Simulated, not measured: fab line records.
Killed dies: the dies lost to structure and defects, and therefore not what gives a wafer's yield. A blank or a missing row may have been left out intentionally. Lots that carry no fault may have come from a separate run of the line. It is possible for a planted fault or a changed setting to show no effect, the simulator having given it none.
fab line records	flow sky130
record lots=10	wafers=28	last-day=50
route steps=708 shown SONOS_TUNNEL@162 SPACER@306 LOCAL_INTERCONNECT@387 METAL1@434 PAD_OPEN@708
lots that met no fault: taken from a fault-free run of the same line
start-h: start of the lot's first displayed wafer, in hours after the record's first day	wait-h: how many hours have passed since the lot's step before this one	" unchanged from the row above	L1.1+2: a single row standing in for several wafers	- value missing, or start not given	* or withheld: withheld	< > ~ a bound
route shown NAME@n: names a module that has steps shown in the file, with the first one's number in the route	usual: mean/standard deviation taken from wafers without a fault	same: alike in all rows	chamber/n: place in a boat	sites: per-site readings	_std_site: the values' standard deviation	_edge_site: mean of outer sites minus mean of inner sites	radius-mm: for every site, how far away it sits from the centre of the wafer	mask NAME#n: copy n	behind: the last tool/chamber to shape the wafer	hold: what put the lot on hold/how long, in hours/how the hold closed	device: whichever transistor did not switch (one of n, p or np)	end of line: the same wafers' tests at the end of the route	a step without rows: its recipe alone	killed: the dies lost at the first sort to structure and to defects; this is not the yield of the wafer	map: shows each die of a wafer: x if killed, . if not, _ if none is there
set.NAME: the run value of the setting; set.NAME@STEP: its run value at that earlier step	model.NAME: the simulator's own value behind a step, which no gauge read
route steps across a sampled set of lots; one table per step, one row per wafer
services: when a tool's chamber went out of use (start-h, in hours from the record's first day, below 0 if earlier), for how many hours, and the reason
## steps
# step SKY_SONOS_TUNNEL_OVL_MEAS_08
# usual SONOS_TUNNEL_OVL=1.1/1.5
lot.wafer	tool	chamber	start-h	wait-h	SONOS_TUNNEL_OVL[nm]
L851.1	overlay-01	-	247.89	0.1	1.1
L851.4	"	-	"	"	2.8
L851.5	"	-	"	"	2.1
L852.2	overlay-02	-	255.20	0.1	1.4
L852.3	"	-	"	"	2.2
L852.4	"	-	"	"	0.7
L854.4	overlay-02	-	275.82	0.1	2.7
L854.5	"	-	"	"	1.4
L854.6	"	-	"	"	0.4
L857.1	overlay-02	-	299.95	0.1	-1.6
L857.4	"	-	"	"	0.0
L857.6	"	-	"	"	0.3
L860.2	overlay-01	-	318.71	0.1	2.9
L860.3	"	-	"	"	1.3
L860.5	"	-	"	"	2.0
L862.1	overlay-01	-	337.99	0.1	3.0
L862.4	"	-	"	"	3.3
L862.5	"	-	"	"	2.2
L870.1	overlay-02	-	398.70	0.1	2.0
L870.2	"	-	"	"	-2.0
L872.2	overlay-02	-	428.80	0.1	-1.0
L872.6	"	-	"	"	-0.5
L873.2	overlay-02	-	439.05	0.1	-1.6
L873.3	"	-	"	"	1.5
L873.6	"	-	"	"	1.4
L874.2	overlay-01	-	441.66	0.1	0.7
L874.4	"	-	"	"	0.8
L874.5	"	-	"	"	2.4
# step SKY_SPACER_ETCHBACK_02
# recipe chemistry=CH3F/O2	target=Si3N4	stop-on=SiO2	source-w=400	bias-w=80	pressure-mtorr=25	ch3f-flow-sccm=40	O2_flow_sccm=30	time-s=46.7	target-depth-a=450
# usual drypump-motor-current-A=5.6/0.43	oes-product-au=0.853/0.0064	throttle-valve-pct=10.563/0.0093
lot.wafer	tool	chamber	start-h	wait-h	drypump-motor-current-A	oes-product-au	rf-hours-counter-h	throttle-valve-pct
L851.1	rie-diel-01	1	518.08	0.1	5.3	0.852	3	10.563
L851.4	"	3	"	"	5.4	0.847	7	10.556
L851.5	"	2	"	"	6.0	0.853	-	10.557
L852.2	rie-diel-04	2	537.45	0.0	5.1	0.854	76	10.565
L852.3	"	1	"	"	5.5	0.856	8	10.544
L852.4	"	0	"	"	6.3	0.855	71	10.559
L854.4	rie-diel-04	1	559.99	0.0	5.5	0.856	-	10.565
L854.5	"	2	"	"	5.1	0.854	-	10.583
L854.6	"	0	"	"	6.2	0.854	-	10.567
L857.1	rie-diel-03	2	588.82	0.1	5.8	0.853	6	10.579
L857.4	"	1	"	"	4.7	0.856	45	10.562
L857.6	"	3	"	"	5.4	0.856	-	10.534
L860.2	rie-diel-04	3	606.05	0.0	5.7	0.851	6	10.571
L860.3	"	1	"	"	5.5	0.854	10	10.570
L860.5	"	3	"	"	5.7	0.855	-	10.562
L862.1	rie-diel-03	1	627.54	0.1	4.7	0.872	46	10.558
L862.4	"	2	"	"	5.7	0.867	7	10.557
L862.5	"	1	"	"	4.6	0.856	-	10.578
L870.1	rie-diel-03	2	707.70	0.1	5.7	0.842	9	10.562
L870.2	"	3	"	"	5.3	0.846	2	10.567
L872.2	rie-diel-01	1	711.32	0.0	5.3	0.845	7	10.572
L872.6	"	0	"	"	5.7	0.849	-	10.549
L873.2	rie-diel-03	0	719.95	0.0	6.2	0.847	7	10.554
L873.3	"	3	"	"	5.3	0.850	2	10.574
L873.6	"	1	"	"	4.7	0.847	-	10.566
L874.2	rie-diel-03	0	726.13	0.0	6.3	0.856	7	10.561
L874.4	"	3	"	"	5.3	0.851	2	10.569
L874.5	"	2	"	"	5.7	0.856	-	10.565
# step SKY_LOCAL_INTERCONNECT_SPUTTER_00
# recipe material=TiN	target-thk-nm=100	temp-c=300	power-w=6500	time-s=83.3	chamber-pressure-pa=0.4
# usual chamber-pressure-pa=0.4000/0.00081	throttle-valve-pct=29.6/0.93
lot.wafer	tool	chamber	start-h	wait-h	chamber-pressure-pa	throttle-valve-pct
L851.1	pvd-sputter-02	-	666.58	0.1	0.4009	29.4
L851.4	"	-	"	"	0.4003	29.1
L851.5	"	-	"	"	0.4003	30.5
L852.2	pvd-sputter-02	-	685.40	0.1	0.4005	29.0
L852.3	"	-	"	"	0.3999	30.4
L852.4	"	-	"	"	0.3991	30.0
L854.4	pvd-sputter-02	-	706.79	0.2	0.3990	30.2
L854.5	"	-	"	"	0.4013	28.8
L854.6	"	-	"	"	0.3998	30.0
L857.1	pvd-sputter-02	-	732.65	0.2	0.4000	30.0
L857.4	"	-	"	"	0.4006	29.1
L857.6	"	-	"	"	0.3991	29.1
L860.2	pvd-sputter-03	-	748.18	0.1	0.4002	28.7
L860.3	"	-	"	"	0.4012	30.1
L860.5	"	-	"	"	0.4001	31.5
L862.1	pvd-sputter-02	-	769.99	0.2	0.4007	30.2
L862.4	"	-	"	"	0.3997	29.4
L862.5	"	-	"	"	0.4000	29.0
L870.1	pvd-sputter-02	-	845.84	0.1	0.3999	30.2
L870.2	"	-	"	"	0.3995	28.8
L872.2	pvd-sputter-02	-	849.73	0.2	0.3993	30.1
L872.6	"	-	"	"	0.3997	30.4
L873.2	pvd-sputter-02	-	855.93	0.2	0.4010	30.1
L873.3	"	-	"	"	0.3998	30.0
L873.6	"	-	"	"	0.3996	30.0
L874.2	pvd-sputter-03	-	863.70	0.2	0.4004	30.5
L874.4	"	-	"	"	0.3995	30.2
L874.5	"	-	"	"	0.3991	28.5
# step SKY_LOCAL_INTERCONNECT_RS_MEAS_01
# recipe thk-meas-gauge=four-point-probe	reads=TiN_of_LOCAL_INTERCONNECT_SPUTTER_00
# usual LOCAL_INTERCONNECT_TIN_RS=14.14/0.14
lot.wafer	tool	chamber	start-h	wait-h	hold	LOCAL_INTERCONNECT_TIN_RS[ohm/sq]
L851.1	film-metro-01	-	666.64	0.0	-	14.20
L851.4	"	-	"	"	-	14.06
L851.5	"	-	"	"	-	14.17
L852.2	film-metro-02	-	685.49	0.1	-	14.29
L852.3	"	-	"	"	-	14.30
L852.4	"	-	"	"	-	14.22
L854.4	film-metro-03	-	706.92	0.1	-	14.21
L854.5	"	-	"	"	-	14.26
L854.6	"	-	"	"	-	14.23
L857.1	film-metro-01	-	732.72	0.0	-	14.22
L857.4	"	-	"	"	-	14.13
L857.6	"	-	"	"	-	14.24
L860.2	film-metro-02	-	748.26	0.1	-	14.07
L860.3	"	-	"	"	-	13.98
L860.5	"	-	"	"	-	13.98
L862.1	film-metro-02	-	770.05	0.0	-	14.02
L862.4	"	-	"	"	-	13.99
L862.5	"	-	"	"	-	13.96
L870.1	film-metro-01	-	845.91	0.0	await-dispo/0.2h/release	9.61
L870.2	"	-	"	"	await-dispo/0.2h/release	14.07
L870.1	film-metro-01	-	846.19	0.3	-	9.60
L870.2	"	-	"	"	-	14.04
L872.2	film-metro-03	-	849.81	0.1	await-dispo/0.2h/release	14.23
L872.6	"	-	"	"	await-dispo/0.2h/release	9.70
L872.2	film-metro-03	-	850.10	0.3	-	14.22
L872.6	"	-	"	"	-	9.71
L873.2	film-metro-01	-	856.01	0.1	await-dispo/0.2h/release	14.10
L873.3	"	-	"	"	await-dispo/0.2h/release	14.20
L873.6	"	-	"	"	await-dispo/0.2h/release	9.66
L873.2	film-metro-01	-	856.30	0.3	-	14.12
L873.3	"	-	"	"	-	14.19
L873.6	"	-	"	"	-	9.66
L874.2	film-metro-03	-	863.78	0.1	-	14.13
L874.4	"	-	"	"	-	14.10
L874.5	"	-	"	"	-	14.14
# step SKY_LOCAL_INTERCONNECT_THK_MEAS_02
# recipe thk-meas-gauge=xrf	reads=TiN_of_LOCAL_INTERCONNECT_SPUTTER_00
# usual LOCAL_INTERCONNECT_TIN_THK=99.8/0.98
lot.wafer	tool	chamber	start-h	wait-h	hold	LOCAL_INTERCONNECT_TIN_THK[nm]
L851.1	film-metro-01	-	666.76	0.1	-	99.4
L851.4	"	-	"	"	-	99.4
L851.5	"	-	"	"	-	99.1
L852.2	film-metro-02	-	685.60	0.1	-	98.8
L852.3	"	-	"	"	-	98.3
L852.4	"	-	"	"	-	99.2
L854.4	film-metro-03	-	707.01	0.1	-	99.1
L854.5	"	-	"	"	-	99.4
L854.6	"	-	"	"	-	99.3
L857.1	film-metro-01	-	732.84	0.1	-	98.9
L857.4	"	-	"	"	-	98.8
L857.6	"	-	"	"	-	98.8
L860.2	film-metro-02	-	748.37	0.1	-	100.4
L860.3	"	-	"	"	-	101.0
L860.5	"	-	"	"	-	101.0
L862.1	film-metro-02	-	770.17	0.1	-	100.6
L862.4	"	-	"	"	-	100.4
L862.5	"	-	"	"	-	101.1
L870.1	film-metro-01	-	851.36	5.1	await-dispo/0.2h/release	144.1
L870.2	"	-	"	"	await-dispo/0.2h/release	99.5
L870.1	film-metro-01	-	851.59	0.2	-	143.5
L870.2	"	-	"	"	-	99.1
L872.2	film-metro-03	-	852.15	2.0	await-dispo/0.2h/release	99.2
L872.6	"	-	"	"	await-dispo/0.2h/release	143.4
L872.2	film-metro-03	-	852.38	0.2	-	99.5
L872.6	"	-	"	"	-	143.2
L873.2	film-metro-01	-	860.90	4.6	await-dispo/0.2h/release	99.0
L873.3	"	-	"	"	await-dispo/0.2h/release	98.5
L873.6	"	-	"	"	await-dispo/0.2h/release	142.9
L873.2	film-metro-01	-	861.13	0.2	-	99.0
L873.3	"	-	"	"	-	98.2
L873.6	"	-	"	"	-	143.1
L874.2	film-metro-03	-	863.89	0.1	-	100.0
L874.4	"	-	"	"	-	100.0
L874.5	"	-	"	"	-	100.4
# step SKY_LOCAL_INTERCONNECT_METAL_ETCH_14
# recipe target-depth-nm=110	stop-on=PSG	chemistry=Cl2/BCl3	target=TiN	resist-sidewall-deg=88	pressure-mtorr=10	icp-w=900	bias-w=48.5	Cl2_flow_sccm=60	bcl3-flow-sccm=30	time-s=31.4
# usual drypump-motor-current-A=6.18/0.17	oes-product-au=0.942/0.0066	throttle-valve-pct=21.899/0.0093
lot.wafer	tool	chamber	start-h	wait-h	drypump-motor-current-A	oes-product-au	rf-hours-counter-h	throttle-valve-pct
L851.1	rie-metal-04	0	694.74	0.0	6.07	0.938	9	21.916
L851.4	"	1	"	"	6.33	0.942	-	21.893
L851.5	"	1	"	"	6.34	0.942	-	21.901
L852.2	rie-metal-01	0	712.09	0.0	6.34	0.932	6	21.903
L852.3	"	1	"	"	6.28	0.937	-	21.902
L852.4	"	0	"	"	6.30	0.940	-	21.895
L854.4	rie-metal-02	0	733.99	0.0	5.90	0.936	-	21.899
L854.5	"	0	"	"	5.89	0.941	-	21.920
L854.6	"	1	"	"	6.32	0.936	-	21.896
L857.1	rie-metal-02	1	760.54	0.0	6.31	0.937	5	21.902
L857.4	"	0	"	"	5.90	0.949	-	21.903
L857.6	"	1	"	"	6.33	0.941	-	21.907
L860.2	rie-metal-04	1	775.84	0.0	6.34	0.943	14	21.897
L860.3	"	0	"	"	6.10	0.952	-	21.886
L860.5	"	0	"	"	6.09	0.954	-	21.898
L862.1	rie-metal-04	0	797.23	0.0	6.08	0.945	13	21.889
L862.4	"	1	"	"	6.34	0.946	-	21.892
L862.5	"	1	"	"	6.34	0.953	-	21.889
L870.1	rie-metal-04	1	872.49	0.0	6.34	0.988	2	21.868
L870.2	"	0	"	"	6.10	0.935	17	21.908
L872.2	rie-metal-04	1	876.99	0.0	6.34	0.941	2	21.888
L872.6	"	1	"	"	6.35	0.999	-	21.871
L873.2	rie-metal-02	0	881.98	0.0	5.88	0.948	15	21.903
L873.3	"	0	"	"	5.90	0.944	-	21.894
L873.6	"	1	"	"	6.32	1.008	-	21.863
L874.2	rie-metal-01	0	889.46	0.1	6.29	0.938	-	21.892
L874.4	"	0	"	"	6.26	0.947	-	21.899
L874.5	"	0	"	"	6.28	0.940	-	21.915
# step SKY_METAL1_SPUTTER_00
# recipe material=Ti	target-thk-nm=15	power-w=3000	time-s=10	chamber-pressure-pa=0.4
# usual chamber-pressure-pa=0.4000/0.00082	throttle-valve-pct=29.6/1
lot.wafer	tool	chamber	start-h	wait-h	chamber-pressure-pa	throttle-valve-pct
L851.1	pvd-sputter-01	-	724.76	0.2	0.3987	27.7
L851.4	"	-	"	"	0.4006	29.3
L851.5	"	-	"	"	0.3987	27.8
L852.2	pvd-sputter-02	-	743.30	0.1	0.4007	30.2
L852.3	"	-	"	"	0.4003	29.0
L852.4	"	-	"	"	0.3996	30.2
L854.4	pvd-sputter-04	-	764.07	0.2	0.4004	31.7
L854.5	"	-	"	"	0.4011	31.5
L854.6	"	-	"	"	0.4000	28.2
L857.1	pvd-sputter-04	-	789.32	0.1	0.4006	30.5
L857.4	"	-	"	"	0.3997	29.7
L857.6	"	-	"	"	0.4004	30.3
L860.2	pvd-sputter-01	-	804.56	0.2	0.4002	27.8
L860.3	"	-	"	"	0.3990	30.1
L860.5	"	-	"	"	0.3996	29.5
L862.1	pvd-sputter-02	-	825.95	0.1	0.4012	30.2
L862.4	"	-	"	"	0.3996	29.0
L862.5	"	-	"	"	0.4003	30.2
L870.2	pvd-sputter-01	-	901.25	0.1	0.4000	30.0
L872.2	pvd-sputter-04	-	903.84	0.2	0.3995	30.2
L873.2	pvd-sputter-01	-	910.25	0.1	0.4006	30.2
L873.3	"	-	"	"	0.3974	29.7
L874.2	pvd-sputter-02	-	916.70	0.1	0.4014	29.2
L874.4	"	-	"	"	0.3986	29.9
L874.5	"	-	"	"	0.4013	30.1
# step SKY_PAD_OPEN_PROBE_99
# usual killed_at_M0_to_M3=45/6.8	killed_at_M4_up=3.2/1.6	killed-at-contacts=24/5.1	killed-at-front-end=14/4.4	killed-at-other=0.4/0.65	killed-dies=87/8.8	killed-on-rim=17/3.6	killed-open=47/7.2	killed-short=39/6.1
# same gross-dies=492	killed-at-back-side=0
lot.wafer	tool	chamber	start-h	wait-h	hold	killed_at_M0_to_M3	killed_at_M4_up	killed-at-contacts	killed-at-front-end	killed-at-other	killed-dies	killed-on-rim	killed-open	killed-short
L851.1	prober-01	-	1063.79	0.1	-	37	5	31	19	0	92	17	49	43
L851.4	prober-01	-	1063.94	0.2	-	42	3	24	9	0	78	15	44	34
L851.5	prober-01	-	1063.99	0.2	-	46	1	27	25	0	99	18	54	44
L852.2	prober-01	-	1079.99	0.1	-	36	4	25	13	1	79	15	37	42
L852.3	prober-01	-	1080.04	0.2	-	45	2	20	18	0	85	17	49	36
L852.4	prober-01	-	1080.09	0.2	-	36	2	30	18	1	87	15	52	35
L854.4	prober-01	-	1096.39	0.2	-	34	4	33	9	0	80	19	44	34
L854.5	prober-01	-	1096.44	0.2	-	56	2	30	21	0	109	22	56	53
L854.6	prober-01	-	1096.49	0.2	-	32	4	36	8	0	80	21	47	33
L857.1	prober-02	-	1114.84	0.1	-	49	5	25	9	1	89	20	48	40
L857.4	prober-02	-	1114.99	0.2	-	42	2	27	11	0	82	19	48	33
L857.6	prober-02	-	1115.09	0.2	-	38	3	32	11	0	84	15	50	34
L860.2	prober-01	-	1126.39	0.1	-	52	0	21	11	0	84	25	46	38
L860.3	prober-01	-	1126.44	0.2	-	41	3	19	6	1	70	13	41	29
L860.5	prober-01	-	1126.54	0.2	-	46	4	23	12	2	87	20	52	35
L862.1	prober-02	-	1144.91	0.1	-	53	3	23	14	1	94	20	47	45
L862.4	prober-02	-	1145.06	0.2	-	58	1	26	15	0	100	22	59	41
L862.5	prober-02	-	1145.11	0.2	-	50	7	23	14	1	95	14	56	38
L870.1	prober-01	-	1193.47	0.1	-	49	3	426	14	0	492	96	45	37
L870.2	prober-01	-	1193.52	0.1	-	51	2	24	18	0	95	21	58	37
L872.2	prober-01	-	1197.14	0.1	await-dispo/4.3h/release	44	7	23	10	2	86	15	48	38
L872.6	prober-01	-	1197.34	0.2	await-dispo/4.3h/release	39	2	440	10	1	492	96	39	32
L873.2	prober-02	-	1201.37	0.1	await-dispo/1.8h/release	46	2	30	26	1	105	15	72	33
L873.3	prober-02	-	1201.42	0.2	await-dispo/1.8h/release	57	1	23	12	0	93	17	49	44
L873.6	prober-02	-	1201.57	0.2	await-dispo/1.8h/release	36	2	441	13	0	492	96	50	22
L874.2	prober-01	-	1202.98	0.1	-	47	5	22	10	1	85	21	45	40
L874.4	prober-01	-	1203.08	0.2	-	45	2	26	15	0	88	14	48	40
L874.5	prober-01	-	1203.13	0.2	-	41	2	15	22	2	82	22	34	46
# killed by level:class
L851.1 LI_CONTACT:geometric-particle:open=10 CONTACT:geometric-particle:open=10 CONTACT:geometric-particle:short=8 METAL2:geometric-particle:short=8 VIA1:geometric-particle:open=7 VIA2:geometric-particle:open=5 FIELD_ISO:geometric-particle:short=4 METAL1:geometric-particle:short=4
L851.4 VIA1:geometric-particle:open=12 CONTACT:geometric-particle:open=11 METAL2:geometric-particle:short=10 VIA3:geometric-particle:open=7 LI_CONTACT:geometric-particle:open=5 FIELD_ISO:geometric-particle:short=4 CONTACT:geometric-particle:short=4 POLY_GATE:geometric-particle:open=2
L851.5 CONTACT:geometric-particle:open=15 VIA3:geometric-particle:open=12 FIELD_ISO:geometric-particle:short=7 METAL2:geometric-particle:short=7 VIA1:geometric-particle:open=7 LI_CONTACT:geometric-particle:open=5 VIA1:geometric-particle:short=5 POLY_GATE:geometric-particle:short=4
L852.2 CONTACT:geometric-particle:open=9 VIA1:geometric-particle:open=8 FIELD_ISO:geometric-particle:short=7 VIA2:geometric-particle:open=7 METAL1:geometric-particle:short=5 METAL2:geometric-particle:short=5 LI_CONTACT:geometric-particle:open=4 CONTACT:geometric-particle:short=4
L852.3 VIA1:geometric-particle:open=9 CONTACT:geometric-particle:open=7 METAL2:geometric-particle:short=7 VIA3:geometric-particle:open=7 LI_CONTACT:geometric-particle:open=6 VIA1:geometric-particle:short=6 FIELD_ISO:geometric-particle:open=5 FIELD_ISO:geometric-particle:short=4
L852.4 LI_CONTACT:geometric-particle:open=10 CONTACT:geometric-particle:open=10 VIA1:geometric-particle:open=9 VIA2:geometric-particle:open=8 FIELD_ISO:geometric-particle:open=6 METAL2:geometric-particle:short=6 FIELD_ISO:geometric-particle:short=5 CONTACT:geometric-particle:short=5
L854.4 CONTACT:geometric-particle:open=9 VIA1:geometric-particle:open=8 VIA2:geometric-particle:open=7 LOCAL_INTERCONNECT:geometric-particle:short=7 LI_CONTACT:geometric-particle:open=7 VIA3:geometric-particle:open=6 CONTACT:geometric-particle:short=5 FIELD_ISO:geometric-particle:open=4
L854.5 CONTACT:geometric-particle:open=12 VIA1:geometric-particle:open=11 FIELD_ISO:geometric-particle:short=7 VIA1:geometric-particle:short=7 LI_CONTACT:geometric-particle:open=7 CONTACT:geometric-particle:short=7 METAL2:geometric-particle:short=7 VIA3:geometric-particle:open=7
L854.6 LI_CONTACT:geometric-particle:open=13 CONTACT:geometric-particle:open=9 VIA1:geometric-particle:open=9 LOCAL_INTERCONNECT:geometric-particle:short=5 CONTACT:geometric-particle:short=5 VIA2:geometric-particle:open=5 LI_CONTACT:geometric-particle:short=4 METAL3:geometric-particle:short=4
L857.1 VIA1:geometric-particle:open=10 METAL1:geometric-particle:short=9 LI_CONTACT:geometric-particle:open=8 CONTACT:geometric-particle:open=8 VIA2:geometric-particle:open=7 CONTACT:geometric-particle:short=6 METAL2:geometric-particle:short=6 VIA3:geometric-particle:open=5
L857.4 CONTACT:geometric-particle:open=13 VIA2:geometric-particle:open=9 METAL1:geometric-particle:short=8 VIA3:geometric-particle:open=7 METAL2:geometric-particle:short=6 LI_CONTACT:geometric-particle:open=4 CONTACT:geometric-particle:short=4 VIA1:geometric-particle:open=4
L857.6 CONTACT:geometric-particle:open=9 VIA1:geometric-particle:open=9 LI_CONTACT:geometric-particle:open=9 METAL1:geometric-particle:short=7 VIA2:geometric-particle:open=5 VIA3:geometric-particle:open=5 VIA2:geometric-particle:short=4 LOCAL_INTERCONNECT:geometric-particle:open=4
L860.2 VIA1:geometric-particle:open=12 VIA2:geometric-particle:open=10 CONTACT:geometric-particle:open=9 VIA1:geometric-particle:short=5 VIA3:geometric-particle:open=5 LI_CONTACT:geometric-particle:open=4 METAL2:geometric-particle:short=4 VIA2:geometric-particle:short=4
L860.3 VIA2:geometric-particle:open=10 VIA1:geometric-particle:open=8 CONTACT:geometric-particle:open=7 VIA3:geometric-particle:open=6 METAL1:geometric-particle:short=4 LOCAL_INTERCONNECT:geometric-particle:short=4 FIELD_ISO:geometric-particle:open=3 LI_CONTACT:geometric-particle:open=3
L860.5 VIA2:geometric-particle:open=11 CONTACT:geometric-particle:open=11 VIA3:geometric-particle:open=8 VIA1:geometric-particle:open=6 VIA1:geometric-particle:short=6 LI_CONTACT:geometric-particle:open=5 POLY_GATE:geometric-particle:open=4 FIELD_ISO:geometric-particle:short=3
L862.1 VIA2:geometric-particle:open=11 VIA1:geometric-particle:open=9 CONTACT:geometric-particle:open=8 METAL1:geometric-particle:short=8 LOCAL_INTERCONNECT:geometric-particle:short=6 VIA3:geometric-particle:open=5 POLY_CUT:geometric-particle:short=4 CONTACT:geometric-particle:short=4
L862.4 CONTACT:geometric-particle:open=11 VIA2:geometric-particle:open=11 VIA1:geometric-particle:open=11 VIA3:geometric-particle:open=9 LI_CONTACT:geometric-particle:open=6 METAL2:geometric-particle:short=6 FIELD_ISO:geometric-particle:open=5 VIA2:geometric-particle:short=5
L862.5 VIA3:geometric-particle:open=11 VIA2:geometric-particle:open=9 CONTACT:geometric-particle:open=9 METAL2:geometric-particle:short=7 VIA1:geometric-particle:open=6 LI_CONTACT:geometric-particle:open=5 METAL2:geometric-particle:open=5 LI_CONTACT:geometric-particle:short=4
L870.1 LOCAL_INTERCONNECT:area-etch=410 VIA1:geometric-particle:open=12 VIA2:geometric-particle:open=9 METAL1:geometric-particle:short=7 CONTACT:geometric-particle:open=6 VIA3:geometric-particle:open=6 POLY_GATE:geometric-particle:short=5 POLY_GATE:geometric-particle:open=4
L870.2 VIA1:geometric-particle:open=13 CONTACT:geometric-particle:open=11 METAL2:geometric-particle:short=7 LI_CONTACT:geometric-particle:open=6 VIA3:geometric-particle:open=6 METAL1:geometric-particle:short=5 VIA2:geometric-particle:open=5 FIELD_ISO:geometric-particle:open=4
L872.2 VIA1:geometric-particle:open=15 CONTACT:geometric-particle:open=8 VIA2:geometric-particle:open=6 LI_CONTACT:geometric-particle:open=5 VIA1:geometric-particle:short=5 METAL4:geometric-particle:short=5 LOCAL_INTERCONNECT:geometric-particle:short=4 CONTACT:geometric-particle:short=4
L872.6 LOCAL_INTERCONNECT:area-etch=421 METAL1:geometric-particle:short=10 CONTACT:geometric-particle:open=9 VIA1:geometric-particle:open=9 VIA3:geometric-particle:open=7 VIA2:geometric-particle:open=5 FIELD_ISO:geometric-particle:open=4 METAL2:geometric-particle:short=3
L873.2 CONTACT:geometric-particle:open=16 VIA1:geometric-particle:open=12 POLY_GATE:geometric-particle:open=10 VIA2:geometric-particle:open=10 FIELD_ISO:geometric-particle:open=6 FIELD_ISO:geometric-particle:short=6 LI_CONTACT:geometric-particle:open=5 CONTACT:geometric-particle:short=5
L873.3 VIA2:geometric-particle:open=10 VIA3:geometric-particle:open=10 VIA1:geometric-particle:open=10 CONTACT:geometric-particle:open=8 LI_CONTACT:geometric-particle:open=5 LOCAL_INTERCONNECT:geometric-particle:short=5 METAL1:geometric-particle:short=5 METAL2:geometric-particle:short=5
L873.6 LOCAL_INTERCONNECT:area-etch=420 CONTACT:geometric-particle:open=12 VIA1:geometric-particle:open=12 VIA3:geometric-particle:open=10 VIA1:geometric-particle:short=5 CONTACT:geometric-particle:short=4 LI_CONTACT:geometric-particle:open=4 FIELD_ISO:geometric-particle:short=3
L874.2 VIA1:geometric-particle:open=11 VIA1:geometric-particle:short=9 LI_CONTACT:geometric-particle:open=8 METAL2:geometric-particle:short=5 LI_CONTACT:geometric-particle:short=5 VIA2:geometric-particle:open=5 CONTACT:geometric-particle:open=5 VIA3:geometric-particle:short=5
L874.4 VIA1:geometric-particle:open=9 METAL1:geometric-particle:short=8 VIA2:geometric-particle:open=8 VIA3:geometric-particle:open=8 CONTACT:geometric-particle:open=6 LOCAL_INTERCONNECT:geometric-particle:short=6 LI_CONTACT:geometric-particle:open=5 LI_CONTACT:geometric-particle:short=5
L874.5 VIA1:geometric-particle:open=8 VIA2:geometric-particle:short=7 POLY_GATE:geometric-particle:open=6 VIA1:geometric-particle:short=6 FIELD_ISO:geometric-particle:open=5 METAL1:geometric-particle:short=5 POLY_GATE:geometric-particle:short=4 LOCAL_INTERCONNECT:geometric-particle:short=4
## services
tool	chamber	start-h	hours	kind
rie-diel-04	2	517.76	15.2	repair
rie-diel-04	3	547.45	15.7	repair
rie-diel-04	-	550.90	0.5	repair
rie-diel-03	1	561.45	1.8	repair
rie-diel-03	1	570.67	4.4	repair
rie-metal-04	1	574.13	1.3	repair
rie-diel-04	-	590.11	0.2	repair
pvd-sputter-01	-	594.61	3.5	repair
pvd-sputter-02	-	602.59	5.3	repair
rie-diel-03	-	610.18	4.3	pm
rie-metal-04	0	612.99	4.5	repair
rie-diel-03	1	627.70	18.6	repair
rie-diel-03	2	647.58	8.5	repair
rie-metal-04	-	649.96	14.6	pm
rie-diel-04	-	665.86	2.8	pm
rie-diel-04	2	698.15	28.5	repair
rie-metal-02	-	700.93	0.1	repair
rie-diel-03	-	731.83	0.1	repair
pvd-sputter-02	-	743.48	5.8	repair
rie-metal-04	-	762.89	2.8	pm
pvd-sputter-02	-	806.54	1.6	repair
rie-diel-03	1	843.60	13.1	repair
rie-diel-03	-	898.55	4.2	repair
rie-metal-04	-	913.56	0.7	repair
## key
first-sign step=SKY_LOCAL_INTERCONNECT_RS_MEAS_01	reading=visit	direction=added
effect step=SKY_LOCAL_INTERCONNECT_RS_MEAS_01	reading=LOCAL_INTERCONNECT_TIN_RS	direction=down	sigmas=33	usual=14.14	struck=9.65
effect step=SKY_LOCAL_INTERCONNECT_THK_MEAS_02	reading=visit	direction=added
effect step=SKY_LOCAL_INTERCONNECT_THK_MEAS_02	reading=LOCAL_INTERCONNECT_TIN_THK	direction=up	sigmas=45	usual=99.8	struck=143.5
effect step=SKY_LOCAL_INTERCONNECT_METAL_ETCH_14	reading=oes-product-au	direction=up	sigmas=8.6	usual=0.942	struck=0.998
effect step=SKY_PAD_OPEN_PROBE_99	reading=killed-at-contacts	direction=up	sigmas=81	usual=24	struck=436
more-kills-born-at SKY_LOCAL_INTERCONNECT_METAL_ETCH_14@rie-metal-04=831	SKY_LOCAL_INTERCONNECT_METAL_ETCH_14@rie-metal-02=420
met-at SKY_LOCAL_INTERCONNECT_SPUTTER_00
struck-lots L870,L872,L873
struck-wafers L870.1,L872.6,L873.6
later-rows-left-out L870.1,L872.6,L873.6
tester-left-out L870,L872,L873
not-acting-at SKY_SONOS_TUNNEL_OVL_MEAS_08,SKY_SPACER_ETCHBACK_02,SKY_METAL1_SPUTTER_00
onset-between 769.99 845.84
fault kind=process-parameter-drift	tool=pvd-sputter-02	chamber=-	onset-h=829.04	steps=SKY_LOCAL_INTERCONNECT_SPUTTER_00	channel=target-thk-nm	offset=44.692	shape=step	end-h=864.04	scope=struck-wafers-only	acts-in=these-recipes-only	stated=100
# tester-left-out: of these lots the tester's yield and bins aren't shown, on N5 and GAA mostly nor the transistor test; their killed dies are dies lost to structure and defects alone, not to doping, threshold or leakage, so they don't give the yield
# later-rows-left-out: the simulator's readings of these wafers behind a module that went badly wrong aren't trusted and aren't shown, but for the sort
